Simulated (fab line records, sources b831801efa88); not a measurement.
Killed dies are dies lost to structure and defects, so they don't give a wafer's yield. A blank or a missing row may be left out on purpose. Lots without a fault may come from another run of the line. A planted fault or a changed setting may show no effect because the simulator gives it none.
fab line records | flow sky130
record lots=14 wafers=42 last_day=50
route steps=708 shown CONTACT@410 METAL1@452
lots that met no fault: from a run of the same line without faults
start_h: hours from the record's first day to the start of the lot's first wafer shown | wait_h: hours since the lot's step before | " the same as in the row above | L1.1+2: a row that stands for several wafers | - no value, or no start given | * or withheld: withheld | < > ~ a bound
route shown NAME@n: a module of which the file shows steps, and the number in the route of the first | usual: mean/standard deviation of fault-free wafers | same: alike in all rows | chamber/n: place in a boat | sites: the reading at each site | _std_site: their standard deviation | _edge_site: outer sites' mean less inner sites' | radius_mm: how far each site lies from the wafer's centre | mask NAME#n: copy n | behind: the tool/chamber that last shaped the wafer | hold: why the lot was held/for how many hours/how that ended | device: the transistor (n, p or np) that didn't switch | end of line: the same wafers' tests at the end of the route | a step without rows: its recipe alone | killed: dies lost to structure and defects at the first sort, not the wafer's yield | map: a wafer's dies, x killed, . not, _ none there
set.NAME: the setting as run; set.NAME@STEP: as run at that earlier step | model.NAME: the simulator's own value behind a step, which no gauge read
steps of the route over a sample of lots; a table a step, a row a wafer
services: from which hour (start_h, from the record's first day; less than 0 if before it) a tool's chamber was out of use, for how many hours, and why
## steps
# step SKY_CONTACT_CMP_04
# recipe material=SiO2 down_force_psi=4 platen_rpm=60 pad_velocity_m_s=0.94248
# usual edge_zone_pressure_frac=1.000/0.0049 motor_current_A=12.1/1.3 time_to_endpoint_s=82/5.2
# columns lot.wafer tool chamber start_h wait_h edge_zone_pressure_frac motor_current_A time_to_endpoint_s
L512.3 cmp-01 3 737.77 0.0 1.005 9.8 70
L512.4 " 0 " " 0.998 14.8 81
L512.5 " 3 " " 0.996 9.5 65
L513.4 cmp-02 3 741.85 0.0 1.001 12.6 88
L513.2 " 1 " " 1.004 12.9 84
L513.6 " 0 " " 1.003 11.4 81
L516.2 cmp-02 0 763.46 0.0 0.997 11.7 79
L516.3 " 3 " " 1.001 12.4 81
L516.6 " 1 " " 0.996 13.9 79
L515.4 cmp-01 2 767.41 0.0 1.001 11.8 85
L515.3 " 1 " " 1.002 13.5 87
L515.6 " 3 " " 0.998 9.8 70
L517.2 cmp-02 2 768.53 0.2 1.002 11.2 88
L517.6 " 3 " " 0.995 12.2 85
L517.5 " 0 " " 0.998 11.5 82
L519.4 cmp-02 0 789.17 0.0 1.004 11.5 77
L519.6 " 0 " " 1.004 12.0 77
L519.5 " 1 " " 1.002 12.8 82
L520.1 cmp-01 1 797.91 0.1 0.985 13.5 88
L520.2 " 3 " " 0.989 9.5 75
L520.3 " 0 " " 1.003 14.7 85
L523.2 cmp-02 3 813.86 0.0 0.999 12.2 76
L523.3 " 1 " " 0.994 12.8 79
L523.5 " 0 " " 1.000 11.8 80
L525.1 cmp-02 2 830.15 0.1 0.996 12.6 88
L525.3 " 3 " " 1.001 13.1 80
L525.5 " 3 " " 1.004 12.9 83
L528.2 cmp-01 0 849.46 0.1 0.995 13.5 84
L528.3 " 2 " " 1.000 10.9 84
L528.6 " 0 " " 0.998 14.4 80
L529.3 cmp-01 1 860.53 0.0 1.001 13.6 97
L529.2 " 2 " " 0.998 11.4 90
L529.4 " 3 " " 1.001 9.5 81
L530.2 cmp-01 2 867.49 0.0 1.003 11.4 90
L530.6 " 2 " " 0.999 10.5 87
L530.5 " 3 " " 0.997 9.6 80
L531.4 cmp-01 0 871.07 0.0 0.997 14.3 78
L531.5 " 0 " " 1.003 14.8 82
L531.6 " 1 " " 1.003 13.3 90
L532.3 cmp-02 1 876.36 0.0 0.998 12.8 87
L532.1 " 0 " " 1.005 11.8 85
L532.6 " 2 " " 0.991 11.8 86
# step SKY_CONTACT_ETCH_17
# recipe target=SiO2 chemistry=C4F8/O2/Ar stop_on=Si3N4 mask_material=KrF-thick source_w=1500 bias_w=1200 pressure_mtorr=40 c4f8_flow_sccm=withheld O2_flow_sccm=6 Ar_flow_sccm=300 time_s=withheld target_depth_a=3400
# usual bias_w=1200/4 chamber_pressure_mTorr=40.00/0.037 oes_product_au=0.891/0.0051
# columns lot.wafer tool chamber start_h wait_h bias_w chamber_pressure_mTorr oes_product_au
L512.3 rie_diel-02 0 765.61 0.0 1200 40.00 0.892
L512.4 " 1 " " 1197 39.96 0.885
L512.5 " 2 " " 1200 39.99 0.886
L513.2 rie_diel-04 1 769.41 0.0 1203 40.00 0.897
L513.4 " 0 " " 1195 39.91 0.895
L513.6 " 2 " " 1202 40.01 0.896
L516.2 rie_diel-04 2 789.80 0.0 1196 39.97 0.889
L516.3 " 1 " " 1205 39.98 0.889
L516.6 " 1 " " 1201 40.04 0.889
L515.3 rie_diel-01 1 794.28 0.0 1200 40.04 0.902
L515.4 " 0 " " 1201 40.00 0.888
L515.6 " 0 " " 1196 40.04 0.893
L517.2 rie_diel-04 2 794.90 0.0 1197 40.00 0.895
L517.5 " 3 " " 1205 40.00 0.886
L517.6 " 0 " " 1197 40.05 0.894
L519.4 rie_diel-01 2 816.61 0.0 1200 39.99 0.887
L519.5 " 1 " " 1207 40.01 0.890
L519.6 " 0 " " 1194 40.00 0.884
L520.1 rie_diel-02 2 824.81 0.0 1199 39.99 0.898
L520.2 " 0 " " 1196 39.97 0.894
L520.3 " 3 " " 1200 40.00 0.887
L523.2 rie_diel-01 0 839.96 0.0 1201 39.95 0.887
L523.3 " 2 " " 1201 40.04 0.887
L523.5 " 3 " " 1200 39.93 0.889
L525.1 rie_diel-01 3 857.33 0.0 1196 39.95 0.888
L525.3 " 2 " " 1205 39.97 0.894
L525.5 " 3 " " 1196 40.05 0.894
L528.2 rie_diel-01 0 875.81 0.0 1200 40.05 0.899
L528.3 " 1 " " 1197 39.95 0.887
L528.6 " 0 " " 1200 39.96 0.899
L529.2 rie_diel-02 1 886.46 0.0 1201 40.04 0.899
L529.3 " 2 " " 1206 40.01 0.896
L529.4 " 0 " " 1203 39.98 0.887
L530.2 rie_diel-04 3 893.18 0.0 1201 40.07 0.885
L530.5 " 2 " " 1208 40.08 0.890
L530.6 " 1 " " 1189 40.01 0.890
L531.4 rie_diel-01 2 896.58 0.0 1198 40.01 0.900
L531.5 " 1 " " 1195 40.03 0.893
L531.6 " 2 " " 1196 40.03 0.897
L532.1 rie_diel-02 2 901.81 0.0 1204 40.04 0.892
L532.3 " 3 " " 1200 40.04 0.897
L532.6 " 2 " " 1209 39.99 0.889
# step SKY_CONTACT_ETCH_18
# recipe target=Si3N4 chemistry=CHF3/O2 stop_on=TiN source_w=600 bias_w=200 pressure_mtorr=40 chf3_flow_sccm=50 O2_flow_sccm=5 time_s=39 target_depth_a=750
# usual O2_flow_sccm=5.001/0.014 bias_w=199.9/0.6 drypump_motor_current_A=5.6/0.44 oes_product_au=0.855/0.0082 throttle_valve_pct=8.793/0.0088
# columns lot.wafer tool chamber start_h wait_h O2_flow_sccm bias_w drypump_motor_current_A oes_product_au rf_hours_counter_h throttle_valve_pct
L512.3 rie_diel-02 0 - - 5.016 198.9 5.1 0.845 6 8.787
L512.4 " 1 " " 5.007 200.7 5.5 0.858 6 8.792
L512.5 " 2 " " 5.007 200.3 5.7 0.858 - 8.793
L513.2 rie_diel-04 1 - - 5.001 200.2 5.5 0.846 13 8.808
L513.4 " 0 " " 5.012 199.6 5.8 0.855 2 8.790
L513.6 " 2 " " 4.979 200.0 6.2 0.853 - 8.805
L516.2 rie_diel-04 2 - - 4.993 199.1 6.2 0.853 11 8.784
L516.3 " 1 " " 5.005 200.5 5.5 0.854 14 8.797
L516.6 " 1 " " 5.012 201.0 5.5 0.862 - 8.787
L515.3 rie_diel-01 1 - - 5.006 199.9 5.4 0.853 10 8.796
L515.4 " 0 " " 4.975 199.9 5.0 0.845 13 8.790
L515.6 " 0 " " 4.995 199.6 5.0 0.869 - 8.797
L517.2 rie_diel-04 2 - - 5.007 200.4 6.2 0.855 11 8.810
L517.5 " 3 " " 5.027 199.6 4.9 0.867 - 8.790
L517.6 " 0 " " 5.026 199.9 5.8 0.860 - 8.777
L519.4 rie_diel-01 2 - - 5.001 200.9 5.9 0.857 5 8.800
L519.5 " 1 " " 4.998 200.0 5.4 0.861 - 8.793
L519.6 " 0 " " 5.001 200.1 5.0 0.850 - 8.793
L520.1 rie_diel-02 2 - - 5.020 200.3 5.7 0.848 13 8.793
L520.2 " 0 " " 4.996 198.3 5.1 0.838 8 8.797
L520.3 " 3 " " 5.002 199.7 6.1 0.840 10 8.785
L523.2 rie_diel-01 0 - - 5.020 200.4 5.0 0.859 15 8.788
L523.3 " 2 " " 4.988 198.9 5.9 0.847 6 8.796
L523.5 " 3 " " 5.007 200.3 6.2 0.867 - 8.787
L525.1 rie_diel-01 3 - - 4.985 199.9 6.2 0.843 19 8.780
L525.3 " 2 " " 5.011 198.8 5.9 0.859 7 8.797
L525.5 " 3 " " 4.990 199.7 6.2 0.863 - 8.788
L528.2 rie_diel-01 0 - - 5.026 199.9 5.0 0.864 16 8.798
L528.3 " 1 " " 5.001 200.5 5.4 0.860 13 8.766
L528.6 " 0 " " 5.026 199.4 5.0 0.857 - 8.784
L529.2 rie_diel-02 1 - - 5.005 200.2 5.5 0.855 9 8.811
L529.3 " 2 " " 5.000 199.7 5.7 0.857 14 8.781
L529.4 " 0 " " 5.001 199.7 5.1 0.870 9 8.795
L530.2 rie_diel-04 3 - - 5.007 199.8 4.9 0.860 2 8.812
L530.5 " 2 " " 5.008 200.5 6.2 0.861 - 8.792
L530.6 " 1 " " 4.984 199.2 5.5 0.854 - 8.794
L531.4 rie_diel-01 2 - - 4.989 199.8 5.9 0.843 8 8.790
L531.5 " 1 " " 4.988 200.4 5.4 0.863 - 8.785
L531.6 " 2 " " 4.968 200.1 5.9 0.850 - 8.792
L532.1 rie_diel-02 2 - - 5.008 199.9 5.7 0.857 15 8.780
L532.3 " 3 " " 5.013 201.2 6.1 0.861 12 8.790
L532.6 " 2 " " 4.997 199.8 5.7 0.874 - 8.798
# step SKY_METAL1_ETCH_18
# recipe chemistry=N2/H2 target=BARC ion_energy_ev=200 bias_w=100 pressure_mtorr=30 n2_flow_sccm=100 h2_flow_sccm=200 icp_w=500 stop_on=SiO2 time_s=45.9 target_depth_a=600
# usual bias_w=99.9/0.3 chamber_pressure_mTorr=29.995/0.026 drypump_motor_current_A=5.5/0.56 oes_product_au=0.854/0.0043 throttle_valve_pct=13.225/0.0092
# columns lot.wafer tool chamber start_h wait_h bias_w chamber_pressure_mTorr drypump_motor_current_A oes_product_au rf_hours_counter_h throttle_valve_pct
L512.3 rie_metal-03 1 793.67 0.0 99.9 30.036 6.5 0.861 - 13.230
L512.4 " 0 " " 100.0 29.994 5.7 0.859 - 13.233
L512.5 " 0 " " 99.5 30.024 5.7 0.854 - 13.224
L513.2 rie_metal-01 1 798.00 0.0 99.7 29.966 5.6 0.861 8 13.217
L513.4 " 1 " " 99.4 30.006 5.6 0.861 - 13.226
L513.6 " 0 " " 99.5 29.998 5.0 0.857 - 13.231
L516.2 rie_metal-03 0 818.50 0.0 - - - - - -
L516.3 " 0 " " - - - - - -
L516.6 " 0 " " - - - - - -
L515.3 rie_metal-04 1 823.56 0.1 - - - - - -
L515.4 " 1 " " - - - - - -
L515.6 " 1 " " - - - - - -
L517.2 rie_metal-03 0 823.64 0.0 99.4 30.020 5.7 0.860 16 13.224
L517.5 " 0 " " 100.0 29.996 5.6 0.850 - 13.213
L517.6 " 1 " " 99.4 30.007 6.6 0.849 - 13.203
L519.4 rie_metal-01 0 844.87 0.0 99.9 29.980 5.1 0.860 - 13.240
L519.5 " 0 " " 100.3 30.031 5.0 0.860 - 13.220
L519.6 " 1 " " 99.4 30.012 5.6 0.859 - 13.221
L520.1 rie_metal-01 0 853.19 0.0 99.6 30.006 5.0 0.851 7 13.239
L520.2 " 1 " " 100.6 30.001 5.6 0.861 9 13.220
L520.3 " 0 " " 100.0 30.022 5.0 0.856 - 13.227
L523.2 rie_metal-03 0 867.86 0.0 99.9 30.020 5.6 0.846 1 13.231
L523.3 " 0 " " 99.5 30.035 5.6 0.851 - 13.213
L523.5 " 0 " " 99.9 30.008 5.6 0.851 - 13.230
L525.1 rie_metal-04 0 885.23 0.0 99.3 30.030 4.7 0.854 3 13.220
L525.3 " 0 " " 100.1 30.007 4.7 0.859 - 13.239
L525.5 " 0 " " 99.8 29.999 4.7 0.859 - 13.235
L528.2 rie_metal-04 1 902.03 0.0 100.4 30.001 5.2 0.853 12 13.226
L528.3 " 1 " " 100.3 30.011 5.2 0.856 - 13.215
L528.6 " 0 " " 100.2 29.981 4.7 0.852 - 13.225
L529.2 rie_metal-04 1 912.98 0.0 100.1 30.011 5.2 0.853 12 13.230
L529.3 " 1 " " 100.0 30.016 5.2 0.848 - 13.218
L529.4 " 0 " " 99.8 29.992 4.7 0.853 - 13.223
L530.2 rie_metal-04 1 920.18 0.0 100.0 29.988 5.2 0.853 13 13.225
L530.5 " 1 " " 100.3 30.018 5.2 0.849 - 13.223
L530.6 " 0 " " 99.7 30.007 4.7 0.863 - 13.227
L531.4 rie_metal-01 1 923.60 0.0 100.3 29.979 5.6 0.857 - 13.227
L531.5 " 1 " " 100.6 29.987 5.7 0.853 - 13.220
L531.6 " 0 " " 99.7 30.029 5.0 0.863 - 13.242
L532.1 rie_metal-01 0 929.13 0.0 99.8 29.996 5.0 0.848 10 13.225
L532.3 " 0 " " 99.6 30.014 5.1 0.856 - 13.219
L532.6 " 0 " " 99.9 29.918 5.1 0.856 - 13.232
# step SKY_METAL1_METAL_ETCH_19
# recipe target_depth_a=3600 stop_on=SiO2 over_etch_frac=0.289 time_s=78 chemistry=Cl2/BCl3 resist_sidewall_deg=88 pressure_mtorr=10 icp_w=900 bias_w=48.5 Cl2_flow_sccm=60 bcl3_flow_sccm=30
# usual bcl3_flow_sccm=29.99/0.094 bias_w=48.50/0.15 drypump_motor_current_A=5.5/0.56 oes_product_au=0.855/0.0058 throttle_valve_pct=22.263/0.0095
# columns lot.wafer tool chamber start_h wait_h bcl3_flow_sccm bias_w drypump_motor_current_A oes_product_au rf_hours_counter_h throttle_valve_pct
L512.3 rie_metal-03 1 793.74 0.1 30.09 48.49 6.5 0.861 - 22.259
L512.4 " 0 " " 29.98 48.54 5.7 0.858 - 22.244
L512.5 " 0 " " 29.91 48.51 5.7 0.849 - 22.272
L513.2 rie_metal-01 1 798.06 0.0 29.86 48.81 5.7 0.852 8 22.261
L513.4 " 1 " " 30.03 48.64 5.6 0.850 - 22.262
L513.6 " 0 " " 29.91 48.64 5.0 0.848 - 22.264
L516.2 rie_metal-03 0 818.56 0.0 30.04 48.46 5.6 0.373 15 22.238
L516.3 " 0 " " 30.11 48.33 5.7 0.375 - 22.269
L516.6 " 0 " " 29.93 48.36 5.6 0.378 - 22.258
L515.3 rie_metal-04 1 823.70 0.1 30.03 48.13 5.2 0.374 - 22.268
L515.4 " 1 " " 30.14 48.72 5.2 0.377 - 22.260
L515.6 " 1 " " 30.03 48.40 5.2 0.377 - 22.250
L517.2 rie_metal-03 0 823.71 0.0 30.03 48.74 5.6 0.850 16 22.252
L517.5 " 0 " " 30.11 48.66 5.7 0.862 - 22.266
L517.6 " 1 " " 29.95 48.60 6.5 0.849 - 22.265
L519.4 rie_metal-01 0 844.94 0.1 29.96 48.70 5.0 0.855 - 22.271
L519.5 " 0 " " 29.97 48.62 5.0 0.848 - 22.255
L519.6 " 1 " " 30.20 48.53 5.7 0.842 - 22.264
L520.1 rie_metal-01 0 853.26 0.0 29.90 48.28 5.0 0.846 7 22.268
L520.2 " 1 " " 29.99 48.44 5.6 0.855 9 22.272
L520.3 " 0 " " 30.09 48.06 5.0 0.854 - 22.249
L523.2 rie_metal-03 0 867.94 0.1 30.14 48.61 5.6 0.857 1 22.269
L523.3 " 0 " " 30.15 48.55 5.6 0.853 - 22.256
L523.5 " 0 " " 30.15 48.57 5.6 0.849 - 22.265
L525.1 rie_metal-04 0 885.30 0.0 30.03 48.46 4.7 0.853 3 22.266
L525.3 " 0 " " 30.01 48.54 4.7 0.856 - 22.269
L525.5 " 0 " " 30.02 48.48 4.7 0.858 - 22.262
L528.2 rie_metal-04 1 902.10 0.0 29.98 48.30 5.2 0.850 12 22.257
L528.3 " 1 " " 29.95 48.35 5.2 0.853 - 22.259
L528.6 " 0 " " 29.72 48.45 4.7 0.863 - 22.279
L529.2 rie_metal-04 1 913.05 0.0 29.87 48.68 5.2 0.860 12 22.261
L529.3 " 1 " " 30.00 48.66 5.2 0.865 - 22.273
L529.4 " 0 " " 30.02 48.35 4.7 0.861 - 22.266
L530.2 rie_metal-04 1 920.25 0.0 30.18 48.65 5.2 0.866 13 22.277
L530.5 " 1 " " 30.04 48.36 5.2 0.858 - 22.275
L530.6 " 0 " " 29.82 48.39 4.7 0.854 - 22.242
L531.4 rie_metal-01 1 923.68 0.1 29.95 48.69 5.6 0.856 - 22.287
L531.5 " 1 " " 29.92 48.46 5.6 0.866 - 22.265
L531.6 " 0 " " 30.01 48.64 5.0 0.856 - 22.260
L532.1 rie_metal-01 0 929.20 0.0 30.00 48.49 5.1 0.851 10 22.269
L532.3 " 0 " " 29.97 48.43 5.0 0.847 - 22.271
L532.6 " 0 " " 30.10 48.35 5.0 0.856 - 22.263
# step SKY_METAL1_STRIP_20
# recipe chemistry=O2/N2 power_w=1400 pressure_mtorr=1500 platen_temp_c=withheld o2_flow_sccm=3000 n2_flow_sccm=300 overash_fraction=0.5
# usual drypump_motor_current_A=5.8/0.56 o2_flow_sccm=2998/8.8 oes_product_au=0.342/0.0051 strip_time_to_endpoint_s=2.69/0.072
# columns lot.wafer tool chamber start_h wait_h drypump_motor_current_A o2_flow_sccm oes_product_au rf_hours_counter_h strip_time_to_endpoint_s
L512.3 plasma_asher-02 1 793.83 0.1 5.0 3006 0.349 - 2.77
L512.4 " 0 " " 6.0 2992 0.341 - 2.69
L512.5 " 1 " " 5.0 2999 0.341 - 2.65
L513.2 plasma_asher-02 0 798.15 0.1 6.0 3001 0.345 38 2.68
L513.4 " 1 " " 5.0 3002 0.339 - 2.68
L513.6 " 1 " " 5.0 2993 0.339 - 2.68
L516.2 plasma_asher-02 0 818.65 0.1 6.0 2994 0.360 41 3.15
L516.3 " 1 " " 5.0 2999 0.372 - 3.17
L516.6 " 1 " " 5.0 3003 0.353 - 3.14
L517.2 plasma_asher-02 0 823.80 0.1 6.0 2990 0.337 41 2.66
L517.5 " 1 " " 5.0 2998 0.337 - 2.65
L517.6 " 0 " " 6.0 2996 0.345 - 2.73
L515.3 plasma_asher-03 1 823.85 0.1 5.9 2995 0.364 - 3.16
L515.4 " 0 " " 6.4 3003 0.363 - 3.22
L515.6 " 1 " " 5.9 3001 0.362 - 3.18
L519.4 plasma_asher-01 0 845.03 0.1 5.5 2993 0.330 - 2.67
L519.5 " 0 " " 5.6 2996 0.340 - 2.67
L519.6 " 1 " " 6.8 2992 0.342 - 2.58
L520.1 plasma_asher-03 1 853.35 0.1 5.9 3014 0.344 70 2.69
L520.2 " 0 " " 6.3 2986 0.342 70 2.55
L520.3 " 0 " " 6.3 3002 0.340 - 2.67
L523.2 plasma_asher-01 1 868.06 0.1 6.7 2995 0.339 12 2.80
L523.3 " 1 " " 6.7 2992 0.346 - 2.79
L523.5 " 1 " " 6.7 2989 0.343 - 2.78
L525.1 plasma_asher-01 0 885.39 0.1 5.6 2996 0.340 13 2.66
L525.3 " 1 " " 6.7 2993 0.346 - 2.66
L525.5 " 0 " " 5.6 2989 0.349 - 2.67
L528.2 plasma_asher-03 0 902.19 0.1 6.3 2996 0.337 74 2.68
L528.3 " 1 " " 5.9 3010 0.345 - 2.72
L528.6 " 1 " " 6.0 3009 0.336 - 2.68
L529.2 plasma_asher-02 1 913.14 0.1 4.9 2987 0.346 50 2.73
L529.3 " 1 " " 5.0 3014 0.340 - 2.70
L529.4 " 0 " " 6.0 3006 0.342 - 2.71
L530.2 plasma_asher-02 0 920.34 0.1 6.0 2997 0.346 51 2.68
L530.5 " 0 " " 6.0 3009 0.340 - 2.68
L530.6 " 1 " " 5.0 3002 0.342 - 2.70
L531.4 plasma_asher-02 0 923.77 0.1 6.0 3005 0.336 - 2.56
L531.5 " 0 " " 6.0 3002 0.338 - 2.54
L531.6 " 1 " " 5.0 2992 0.341 - 2.62
L532.1 plasma_asher-02 0 929.29 0.1 6.0 3000 0.341 52 2.63
L532.3 " 1 " " 5.0 2998 0.343 - 2.62
L532.6 " 0 " " 6.0 3026 0.331 - 2.66
## services
# columns tool chamber start_h hours kind
cmp-01 - 716.87 0.8 repair
rie_diel-04 3 745.40 1.2 repair
rie_diel-04 - 747.67 2.8 pm
cmp-01 - 751.72 1.2 repair
rie_diel-02 3 767.10 7.8 repair
rie_diel-01 3 771.63 5.9 repair
rie_diel-01 3 778.21 6.7 repair
rie_diel-02 3 789.02 4.9 repair
cmp-01 - 793.39 4.0 pm
rie_metal-01 - 798.21 28.1 pm
rie_metal-04 - 820.55 0.3 repair
rie_metal-04 0 820.80 20.9 repair
rie_diel-02 0 835.49 1.5 repair
rie_metal-04 1 838.27 3.8 repair
plasma_asher-02 - 848.60 0.9 repair
cmp-02 - 849.64 0.9 repair
rie_diel-02 - 867.90 14.6 pm
rie_metal-01 1 868.39 1.6 repair
rie_diel-04 1 882.73 1.8 repair
rie_diel-04 - 891.03 0.4 repair
rie_diel-02 1 896.29 9.5 repair
cmp-02 - 911.36 7.0 pm
cmp-02 - 918.36 5.7 pm
rie_diel-04 3 923.91 3.2 repair
## key
first_sign step=SKY_METAL1_ETCH_18 reading=tool_record direction=missing
effect step=SKY_METAL1_METAL_ETCH_19 reading=oes_product_au direction=down sigmas=83 usual=0.855 struck=0.376
effect step=SKY_METAL1_STRIP_20 reading=strip_time_to_endpoint_s direction=up sigmas=6.7 usual=* struck=*
met_at SKY_METAL1_ETCH_18
struck_lots L515,L516
later_rows_left_out L515.3,L515.4,L515.6,L516.2,L516.3,L516.6
sort_left_out L515.3,L515.4,L515.6,L516.2,L516.3,L516.6
tester_left_out L515,L516
not_acting_at SKY_CONTACT_CMP_04,SKY_CONTACT_ETCH_17,SKY_CONTACT_ETCH_18
onset_between 793.67 818.50
earlier_fault kind=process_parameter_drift tool=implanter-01 chamber=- onset_h=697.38 steps=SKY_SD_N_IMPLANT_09 channel=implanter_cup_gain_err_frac offset=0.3 shape=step end_h=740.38
earlier_fault kind=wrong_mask tool=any chamber=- onset_h=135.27 steps=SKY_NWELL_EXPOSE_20 aux_copy=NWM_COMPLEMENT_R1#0 cd_offset_nm=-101 scope=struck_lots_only
fault kind=skipped_step_whole tool=rie_metal-03,rie_metal-04 chamber=- onset_h=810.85 steps=SKY_METAL1_ETCH_18 scope=struck_lots_only
# tester_left_out: of these lots the tester's yield and bins aren't shown, on N5 and GAA mostly nor the transistor test; their killed dies are dies lost to structure and defects alone, not to doping, threshold or leakage, so they don't give the yield
# sort_left_out: the simulated sort isn't trusted on such a fault, so these wafers' sort isn't shown, and their yield isn't known
# later_rows_left_out: the simulator's readings of these wafers behind a module that went badly wrong aren't trusted and aren't shown, but for the sort
